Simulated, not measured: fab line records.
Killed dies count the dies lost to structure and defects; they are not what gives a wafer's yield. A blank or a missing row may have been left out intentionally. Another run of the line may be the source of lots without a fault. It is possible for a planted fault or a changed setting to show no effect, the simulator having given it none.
fab line records    flow gf180mcu
[record] lots = 24  wafers = 72  lastDay = 34
route steps=602 shown V1@336 V2@396 V5@562 TOP_METAL@568 PASSIVATION@590
lots with no fault: from the same line, run without faults
startH: hours from the record's first day to the start of the lot's first wafer shown    waitH: hours since the lot's step before    " as in the row above    L1.1+2: a single row standing in for several wafers    - no value, or no start given    * or withheld: withheld    < > ~ a bound
route shown NAME@n: NAME is a module with steps in the file, n the number in the route of the first one    usual: the fault-free wafers' mean and standard deviation    same: alike in all rows    chamber/n: place in a boat    sites: each site's reading    _std_site: standard deviation across them    _edge_site: inner sites' mean taken away from outer sites' mean    radiusMm: how far each site lies from the wafer's centre    mask NAME#n: copy n    behind: the most recent tool/chamber to have shaped the wafer    hold: the reason the lot was held/the length of the hold in hours/how it ended    device: transistor that didn't switch, given as n, p or np    end of line: at the end of the route, the tests of the same wafers    a step given without rows: its recipe and nothing more    killed: at the first sort, the dies lost to defects and structure; wafer yield is something else    map: a wafer's dies, x killed, . not, _ none there
set.NAME: the setting the step ran with; set.NAME@STEP: the setting that earlier step ran with    model.NAME: the simulator's own value behind a step, which no gauge read
one table for each step of the route and one row for each wafer, over a sample of lots
services: when a tool's chamber went out of use (startH, in hours from the record's first day, below 0 if earlier), for how many hours, and the reason
[[steps]]
[step GF_V1_THK_MEAS_01]
[recipe] reads = SiO2_of_V1_CVD_00
[usual] V1_CVD_00_THK = 599/6.2
lot.wafer  tool          chamber  startH  waitH  V1_CVD_00_THK[nm]
L074.3     filmMetro-01  -        381.08  0.1    611
L074.4     "             -        "       "      603
L074.6     "             -        "       "      608
L075.3     filmMetro-01  -        397.73  0.1    594
L075.4     "             -        "       "      595
L075.5     "             -        "       "      596
L076.1     filmMetro-04  -        404.17  0.0    600
L076.3     "             -        "       "      602
L076.4     "             -        "       "      603
L077.1     filmMetro-01  -        413.18  0.0    598
L077.3     "             -        "       "      593
L077.6     "             -        "       "      598
L078.2     filmMetro-01  -        435.91  0.0    601
L078.3     "             -        "       "      582
L078.4     "             -        "       "      595
L079.3     filmMetro-01  -        441.91  0.1    588
L079.5     "             -        "       "      594
L079.6     "             -        "       "      597
L080.1     filmMetro-04  -        454.21  0.0    608
L080.2     "             -        "       "      594
L080.3     "             -        "       "      603
L081.3     filmMetro-01  -        460.99  0.1    586
L081.4     "             -        "       "      593
L081.6     "             -        "       "      603
L082.1     filmMetro-01  -        464.62  0.0    601
L082.2     "             -        "       "      583
L082.3     "             -        "       "      594
L083.3     filmMetro-02  -        472.51  0.1    591
L083.5     "             -        "       "      588
L083.6     "             -        "       "      598
L084.4     filmMetro-01  -        479.02  0.0    595
L084.5     "             -        "       "      589
L084.6     "             -        "       "      593
L085.1     filmMetro-04  -        493.17  0.0    607
L085.4     "             -        "       "      607
L085.6     "             -        "       "      594
L086.1     filmMetro-04  -        498.96  0.0    603
L086.4     "             -        "       "      595
L086.5     "             -        "       "      603
L087.2     filmMetro-01  -        505.59  0.0    606
L087.3     "             -        "       "      595
L087.6     "             -        "       "      602
L088.3     filmMetro-01  -        521.28  0.1    600
L088.4     "             -        "       "      598
L088.6     "             -        "       "      607
L089.2     filmMetro-01  -        533.56  0.0    595
L089.5     "             -        "       "      603
L089.6     "             -        "       "      593
L090.1     filmMetro-01  -        534.63  0.0    608
L090.2     "             -        "       "      599
L090.5     "             -        "       "      604
L091.4     filmMetro-02  -        540.53  0.0    595
L091.5     "             -        "       "      605
L091.6     "             -        "       "      600
L092.1     filmMetro-02  -        547.45  0.0    600
L092.2     "             -        "       "      595
L092.5     "             -        "       "      596
L093.3     filmMetro-01  -        556.52  0.1    595
L093.4     "             -        "       "      606
L093.6     "             -        "       "      595
L094.3     filmMetro-01  -        562.10  0.1    601
L094.4     "             -        "       "      602
L094.5     "             -        "       "      598
L095.2     filmMetro-04  -        567.18  0.0    598
L095.3     "             -        "       "      608
L095.4     "             -        "       "      605
L096.2     filmMetro-04  -        572.52  0.0    602
L096.3     "             -        "       "      613
L096.4     "             -        "       "      605
L097.1     filmMetro-02  -        580.71  0.0    601
L097.2     "             -        "       "      592
L097.6     "             -        "       "      596
[step GF_V2_CD_MEAS_14]
[recipe] targetCdNm = 260
[usual] cdNm = 260.2/1.3
lot.wafer  tool      chamber  startH  waitH  cdNm
L074.3     cdSem-01  -        459.65  0.1    259.0
L074.4     "         -        "       "      259.2
L074.6     "         -        "       "      258.9
L075.3     cdSem-02  -        471.84  0.1    259.6
L075.4     "         -        "       "      260.2
L075.5     "         -        "       "      260.1
L076.1     cdSem-01  -        480.50  0.1    261.1
L076.3     "         -        "       "      261.0
L076.4     "         -        "       "      260.9
L077.1     cdSem-02  -        489.56  0.1    260.8
L077.3     "         -        "       "      259.3
L077.6     "         -        "       "      258.9
L078.2     cdSem-01  -        510.70  0.1    262.4
L078.3     "         -        "       "      261.6
L078.4     "         -        "       "      262.2
L079.3     cdSem-01  -        516.29  0.2    258.7
L079.5     "         -        "       "      260.3
L079.6     "         -        "       "      259.7
L080.1     cdSem-01  -        528.98  0.1    258.0
L080.2     "         -        "       "      258.3
L080.3     "         -        "       "      258.5
L081.3     cdSem-02  -        537.35  0.1    259.1
L081.4     "         -        "       "      258.7
L081.6     "         -        "       "      258.0
L082.1     cdSem-02  -        538.86  0.1    259.1
L082.2     "         -        "       "      259.1
L082.3     "         -        "       "      259.4
L083.3     cdSem-01  -        546.62  0.1    262.0
L083.5     "         -        "       "      260.9
L083.6     "         -        "       "      262.1
L084.4     cdSem-01  -        554.27  0.1    260.4
L084.5     "         -        "       "      262.8
L084.6     "         -        "       "      263.1
L085.1     cdSem-02  -        565.70  0.1    258.8
L085.4     "         -        "       "      259.6
L085.6     "         -        "       "      259.7
L086.1     cdSem-01  -        572.32  0.1    259.1
L086.4     "         -        "       "      259.0
L086.5     "         -        "       "      259.1
L087.2     cdSem-01  -        578.14  0.1    261.1
L087.3     "         -        "       "      261.2
L087.6     "         -        "       "      261.3
L088.3     cdSem-02  -        589.89  0.1    261.4
L088.4     "         -        "       "      260.8
L088.6     "         -        "       "      261.7
L089.2     cdSem-02  -        603.47  0.1    259.8
L089.5     "         -        "       "      260.0
L089.6     "         -        "       "      259.5
L090.1     cdSem-02  -        603.80  0.1    258.5
L090.2     "         -        "       "      258.4
L090.5     "         -        "       "      258.5
L091.4     cdSem-02  -        609.62  0.1    259.7
L091.5     "         -        "       "      259.5
L091.6     "         -        "       "      260.7
L092.1     cdSem-02  -        615.47  0.1    262.1
L092.2     "         -        "       "      261.2
L092.5     "         -        "       "      261.3
L093.3     cdSem-02  -        624.20  0.1    258.7
L093.4     "         -        "       "      259.3
L093.6     "         -        "       "      259.9
L094.3     cdSem-01  -        628.04  0.1    260.5
L094.4     "         -        "       "      260.2
L094.5     "         -        "       "      261.1
L095.2     cdSem-02  -        634.37  0.1    260.9
L095.3     "         -        "       "      261.8
L095.4     "         -        "       "      261.5
L096.2     cdSem-02  -        639.12  0.1    261.0
L096.3     "         -        "       "      260.2
L096.4     "         -        "       "      260.8
L097.1     cdSem-02  -        645.91  0.1    259.9
L097.2     "         -        "       "      261.9
L097.6     "         -        "       "      260.9
[step GF_V2_SPUTTER_22]
[recipe] material = TiN  targetThkNm = 10  chamberPressurePa = 5  powerW = 4000  timeS = 40
[usual] throttleValvePct = 30.3/0.86
lot.wafer  tool           chamber  startH  waitH  throttleValvePct
L074.3     pvdSputter-04  -        460.52  0.0    29.4
L074.4     "              -        "       "      30.5
L074.6     "              -        "       "      29.7
L075.3     pvdSputter-04  -        472.76  0.0    29.6
L075.4     "              -        "       "      31.8
L075.5     "              -        "       "      30.7
L076.1     pvdSputter-01  -        481.42  0.0    30.5
L076.3     "              -        "       "      29.3
L076.4     "              -        "       "      31.1
L077.1     pvdSputter-03  -        490.50  0.0    30.7
L077.3     "              -        "       "      30.6
L077.6     "              -        "       "      28.7
L078.2     pvdSputter-04  -        511.56  0.0    31.9
L078.3     "              -        "       "      30.9
L078.4     "              -        "       "      29.4
L079.3     pvdSputter-04  -        517.48  0.0    30.7
L079.5     "              -        "       "      30.6
L079.6     "              -        "       "      31.8
L080.1     pvdSputter-03  -        529.95  0.0    30.6
L080.2     "              -        "       "      29.4
L080.3     "              -        "       "      30.9
L081.3     pvdSputter-04  -        538.62  0.0    30.4
L081.4     "              -        "       "      31.9
L081.6     "              -        "       "      29.7
L082.1     pvdSputter-04  -        539.74  0.0    31.8
L082.2     "              -        "       "      30.6
L082.3     "              -        "       "      29.6
L083.3     pvdSputter-01  -        547.45  0.0    29.3
L083.5     "              -        "       "      30.7
L083.6     "              -        "       "      29.3
L084.4     pvdSputter-04  -        555.13  0.0    29.5
L084.5     "              -        "       "      29.3
L084.6     "              -        "       "      31.6
L085.1     pvdSputter-04  -        566.61  0.0    29.8
L085.4     "              -        "       "      29.4
L085.6     "              -        "       "      30.8
L086.1     pvdSputter-04  -        573.21  0.0    29.7
L086.4     "              -        "       "      31.9
L086.5     "              -        "       "      29.3
L087.2     pvdSputter-04  -        579.04  0.0    31.7
L087.3     "              -        "       "      30.7
L087.6     "              -        "       "      29.6
L088.3     pvdSputter-03  -        590.73  0.0    30.7
L088.4     "              -        "       "      28.7
L088.6     "              -        "       "      30.6
L089.2     pvdSputter-04  -        604.37  0.0    29.6
L089.5     "              -        "       "      30.8
L089.6     "              -        "       "      31.7
L090.1     pvdSputter-03  -        604.72  0.0    30.5
L090.2     "              -        "       "      29.6
L090.5     "              -        "       "      28.9
L091.4     pvdSputter-01  -        610.44  0.0    29.4
L091.5     "              -        "       "      30.6
L091.6     "              -        "       "      30.9
L092.1     pvdSputter-03  -        616.76  0.0    30.8
L092.2     "              -        "       "      30.6
L092.5     "              -        "       "      29.5
L093.3     pvdSputter-04  -        625.14  0.0    29.4
L093.4     "              -        "       "      31.7
L093.6     "              -        "       "      29.3
L094.3     pvdSputter-04  -        628.88  0.0    29.7
L094.4     "              -        "       "      31.6
L094.5     "              -        "       "      29.7
L095.2     pvdSputter-01  -        635.28  0.0    30.8
L095.3     "              -        "       "      30.5
L095.4     "              -        "       "      31.1
L096.2     pvdSputter-04  -        640.00  0.0    29.8
L096.3     "              -        "       "      31.5
L096.4     "              -        "       "      30.5
L097.1     pvdSputter-01  -        646.79  0.0    29.1
L097.2     "              -        "       "      30.6
L097.6     "              -        "       "      30.6
[step GF_V5_SPUTTER_22]
[recipe] material = TiN  targetThkNm = 10  chamberPressurePa = 5  powerW = 4000  timeS = 40
[usual] throttleValvePct = 30.3/0.85
lot.wafer  tool           chamber  startH  waitH  throttleValvePct
L074.3     pvdSputter-04  -        626.86  0.0    29.7
L074.4     "              -        "       "      29.5
L074.6     "              -        "       "      31.5
L075.3     pvdSputter-04  -        638.80  0.0    29.7
L075.4     "              -        "       "      29.5
L075.5     "              -        "       "      30.7
L076.1     pvdSputter-04  -        643.89  0.0    29.6
L076.3     "              -        "       "      30.7
L076.4     "              -        "       "      31.7
L077.1     pvdSputter-04  -        652.81  0.0    31.7
L077.3     "              -        "       "      29.7
L077.6     "              -        "       "      31.8
L078.2     pvdSputter-04  -        669.25  0.0    29.6
L078.3     "              -        "       "      29.9
L078.4     "              -        "       "      30.8
L079.3     pvdSputter-01  -        676.06  0.0    30.8
L079.5     "              -        "       "      30.2
L079.6     "              -        "       "      30.9
L080.1     pvdSputter-01  -        689.50  0.0    29.2
L080.2     "              -        "       "      30.3
L080.3     "              -        "       "      31.1
L081.3     pvdSputter-04  -        691.73  0.0    29.6
L081.4     "              -        "       "      29.7
L081.6     "              -        "       "      31.8
L082.1     pvdSputter-01  -        694.16  0.0    29.3
L082.2     "              -        "       "      31.3
L082.3     "              -        "       "      30.5
L083.3     pvdSputter-01  -        700.81  0.0    30.5
L083.5     "              -        "       "      30.6
L083.6     "              -        "       "      30.9
L084.4     pvdSputter-04  -        705.56  0.0    31.8
L084.5     "              -        "       "      31.8
L084.6     "              -        "       "      29.4
L085.1     pvdSputter-02  -        716.46  0.0    29.4
L085.4     "              -        "       "      28.8
L085.6     "              -        "       "      30.6
L086.1     pvdSputter-04  -        721.57  0.0    29.4
L086.4     "              -        "       "      31.5
L086.5     "              -        "       "      29.6
L087.2     pvdSputter-04  -        725.34  0.0    30.7
L087.3     "              -        "       "      29.7
L087.6     "              -        "       "      29.7
L088.3     pvdSputter-01  -        737.46  0.0    31.1
L088.4     "              -        "       "      29.3
L088.6     "              -        "       "      31.1
L089.2     pvdSputter-02  -        745.50  0.0    29.7
L089.5     "              -        "       "      29.4
L089.6     "              -        "       "      29.3
L090.1     pvdSputter-02  -        747.11  0.0    29.6
L090.2     "              -        "       "      30.8
L090.5     "              -        "       "      31.1
L091.4     pvdSputter-01  -        751.35  0.0    29.3
L091.5     "              -        "       "      30.7
L091.6     "              -        "       "      30.4
L092.1     pvdSputter-04  -        756.40  0.0    30.5
L092.2     "              -        "       "      29.4
L092.5     "              -        "       "      31.6
L093.3     pvdSputter-01  -        764.98  0.0    30.3
L093.4     "              -        "       "      29.3
L093.6     "              -        "       "      30.5
L094.3     pvdSputter-01  -        767.66  0.0    30.6
L094.4     "              -        "       "      31.2
L094.5     "              -        "       "      29.3
L095.2     pvdSputter-04  -        771.89  0.0    29.8
L095.3     "              -        "       "      30.5
L095.4     "              -        "       "      29.8
L096.2     pvdSputter-04  -        776.79  0.0    31.6
L096.3     "              -        "       "      29.6
L096.4     "              -        "       "      30.7
L097.1     pvdSputter-02  -        780.38  0.0    29.7
L097.2     "              -        "       "      29.7
L097.6     "              -        "       "      29.1
[step GF_TOP_METAL_SPUTTER_01]
[recipe] material = TiN  targetThkNm = 30  powerW = 6500  timeS = 25  chamberPressurePa = 0.4
[usual] throttleValvePct = 30.0/0.82
lot.wafer  tool           chamber  startH  waitH  throttleValvePct
L074.3     pvdSputter-02  -        627.59  0.1    29.8
L074.4     "              -        "       "      31.0
L074.6     "              -        "       "      30.8
L075.3     pvdSputter-02  -        639.54  0.1    30.7
L075.4     "              -        "       "      29.9
L075.5     "              -        "       "      30.9
L076.1     pvdSputter-02  -        644.62  0.1    31.0
L076.3     "              -        "       "      29.8
L076.4     "              -        "       "      29.6
L077.1     pvdSputter-03  -        653.54  0.1    29.8
L077.3     "              -        "       "      30.2
L077.6     "              -        "       "      30.7
L078.2     pvdSputter-03  -        670.18  0.1    29.0
L078.3     "              -        "       "      30.8
L078.4     "              -        "       "      29.7
L079.3     pvdSputter-02  -        676.79  0.1    30.7
L079.5     "              -        "       "      29.4
L079.6     "              -        "       "      29.0
L080.1     pvdSputter-04  -        690.23  0.1    30.6
L080.2     "              -        "       "      31.8
L080.3     "              -        "       "      29.7
L081.3     pvdSputter-02  -        692.58  0.1    29.4
L081.4     "              -        "       "      29.4
L081.6     "              -        "       "      31.2
L082.1     pvdSputter-03  -        694.89  0.1    30.7
L082.2     "              -        "       "      29.1
L082.3     "              -        "       "      30.9
L083.3     pvdSputter-03  -        701.54  0.1    30.9
L083.5     "              -        "       "      29.4
L083.6     "              -        "       "      30.5
L084.4     pvdSputter-02  -        706.30  0.0    31.0
L084.5     "              -        "       "      29.8
L084.6     "              -        "       "      29.6
L085.1     pvdSputter-02  -        717.28  0.1    29.5
L085.4     "              -        "       "      30.9
L085.6     "              -        "       "      30.8
L086.1     pvdSputter-03  -        722.30  0.1    29.3
L086.4     "              -        "       "      28.9
L086.5     "              -        "       "      29.6
L087.2     pvdSputter-04  -        726.07  0.1    29.8
L087.3     "              -        "       "      31.8
L087.6     "              -        "       "      29.4
L088.3     pvdSputter-03  -        738.19  0.1    29.4
L088.4     "              -        "       "      30.9
L088.6     "              -        "       "      30.9
L089.2     pvdSputter-03  -        748.65  0.1    28.9
L089.5     "              -        "       "      29.0
L089.6     "              -        "       "      30.6
L090.1     pvdSputter-03  -        749.25  0.1    30.3
L090.2     "              -        "       "      30.7
L090.5     "              -        "       "      29.4
L091.4     pvdSputter-02  -        752.08  0.1    31.0
L091.5     "              -        "       "      30.7
L091.6     "              -        "       "      29.4
L092.1     pvdSputter-02  -        757.13  0.1    29.9
L092.2     "              -        "       "      28.8
L092.5     "              -        "       "      28.8
L093.3     pvdSputter-03  -        765.71  0.1    30.4
L093.4     "              -        "       "      30.7
L093.6     "              -        "       "      30.5
L094.3     pvdSputter-03  -        768.39  0.1    30.7
L094.4     "              -        "       "      30.7
L094.5     "              -        "       "      28.9
L095.2     pvdSputter-03  -        772.62  0.1    30.5
L095.3     "              -        "       "      28.9
L095.4     "              -        "       "      30.7
L096.2     pvdSputter-04  -        777.52  0.1    30.0
L096.3     "              -        "       "      29.7
L096.4     "              -        "       "      31.8
L097.1     pvdSputter-04  -        781.11  0.1    29.3
L097.2     "              -        "       "      31.4
L097.6     "              -        "       "      30.6
[step GF_PASSIVATION_THK_MEAS_03]
[recipe] reads = Si3N4_of_PASSIVATION_CVD_02
[usual] PASSIVATION_CVD_02_THK = 702/8.4
lot.wafer  tool          chamber  startH  waitH  PASSIVATION_CVD_02_THK[nm]
L074.3     filmMetro-02  -        649.18  0.2    701
L074.4     "             -        "       "      709
L074.6     "             -        "       "      708
L075.3     filmMetro-03  -        660.96  0.2    694
L075.4     "             -        "       "      708
L075.5     "             -        "       "      701
L076.1     filmMetro-03  -        664.87  0.1    703
L076.3     "             -        "       "      701
L076.4     "             -        "       "      704
L077.1     filmMetro-03  -        674.09  0.1    691
L077.3     "             -        "       "      707
L077.6     "             -        "       "      713
L078.2     filmMetro-02  -        690.43  0.2    688
L078.3     "             -        "       "      685
L078.4     "             -        "       "      697
L079.3     filmMetro-03  -        697.02  0.2    685
L079.5     "             -        "       "      696
L079.6     "             -        "       "      707
L080.1     filmMetro-02  -        710.19  0.1    699
L080.2     "             -        "       "      700
L080.3     "             -        "       "      697
L081.3     filmMetro-02  -        711.82  0.2    688
L081.4     "             -        "       "      702
L081.6     "             -        "       "      713
L082.1     filmMetro-02  -        714.21  0.1    692
L082.2     "             -        "       "      696
L082.3     "             -        "       "      693
L083.3     filmMetro-02  -        721.00  0.2    686
L083.5     "             -        "       "      694
L083.6     "             -        "       "      711
L084.4     filmMetro-02  -        725.55  0.0    699
L084.5     "             -        "       "      698
L084.6     "             -        "       "      705
L085.1     filmMetro-04  -        735.91  0.1    705
L085.4     "             -        "       "      714
L085.6     "             -        "       "      719
L086.1     filmMetro-02  -        741.36  0.1    704
L086.4     "             -        "       "      718
L086.5     "             -        "       "      707
L087.2     filmMetro-03  -        745.07  0.2    695
L087.3     "             -        "       "      701
L087.6     "             -        "       "      699
L088.3     filmMetro-02  -        755.15  0.2    687
L088.4     "             -        "       "      703
L088.6     "             -        "       "      703
L089.2     filmMetro-02  -        765.87  0.2    699
L089.5     "             -        "       "      707
L089.6     "             -        "       "      709
L090.1     filmMetro-03  -        767.09  0.1    692
L090.2     "             -        "       "      696
L090.5     "             -        "       "      709
L091.4     filmMetro-02  -        769.43  0.0    714
L091.5     "             -        "       "      714
L091.6     "             -        "       "      724
L092.1     filmMetro-04  -        775.17  0.1    700
L092.2     "             -        "       "      706
L092.5     "             -        "       "      716
L093.3     filmMetro-04  -        782.59  0.2    711
L093.4     "             -        "       "      709
L093.6     "             -        "       "      704
L094.3     filmMetro-03  -        785.49  0.2    701
L094.4     "             -        "       "      704
L094.5     "             -        "       "      702
L095.2     filmMetro-03  -        789.55  0.2    695
L095.3     "             -        "       "      697
L095.4     "             -        "       "      705
L096.2     filmMetro-03  -        793.83  0.2    693
L096.3     "             -        "       "      690
L096.4     "             -        "       "      702
L097.1     filmMetro-02  -        797.74  0.1    689
L097.2     "             -        "       "      693
L097.6     "             -        "       "      707
[[services]]
tool           chamber  startH  hours  kind
pvdSputter-02  -        497.27  4.7    repair
pvdSputter-03  0        522.52  -      consumableReplace:kit
pvdSputter-03  0        522.52  18.0   scheduledDown
pvdSputter-03  0        522.52  18.0   ventCycle
pvdSputter-03  -        524.32  4.7    repair
pvdSputter-01  -        533.30  1.1    repair
pvdSputter-02  3        549.19  -      consumableReplace:kit
pvdSputter-02  3        549.19  18.0   scheduledDown
pvdSputter-02  3        549.19  18.0   ventCycle
pvdSputter-02  -        617.38  1.4    repair
pvdSputter-03  3        662.64  -      consumableReplace:kit
pvdSputter-03  3        662.64  18.0   scheduledDown
pvdSputter-03  3        662.64  18.0   ventCycle
pvdSputter-04  -        688.17  1.7    repair
pvdSputter-02  -        731.14  4.5    repair
pvdSputter-04  0        739.20  -      consumableReplace:kit
pvdSputter-04  0        739.20  18.0   scheduledDown
pvdSputter-04  0        739.20  18.0   ventCycle
pvdSputter-04  -        748.20  2.1    repair
pvdSputter-04  -        763.80  1.4    repair
pvdSputter-03  2        765.84  -      consumableReplace:kit
pvdSputter-03  2        765.84  18.0   scheduledDown
pvdSputter-03  2        765.84  18.0   ventCycle
pvdSputter-02  -        769.17  10.9   repair
[[key]]
fault none
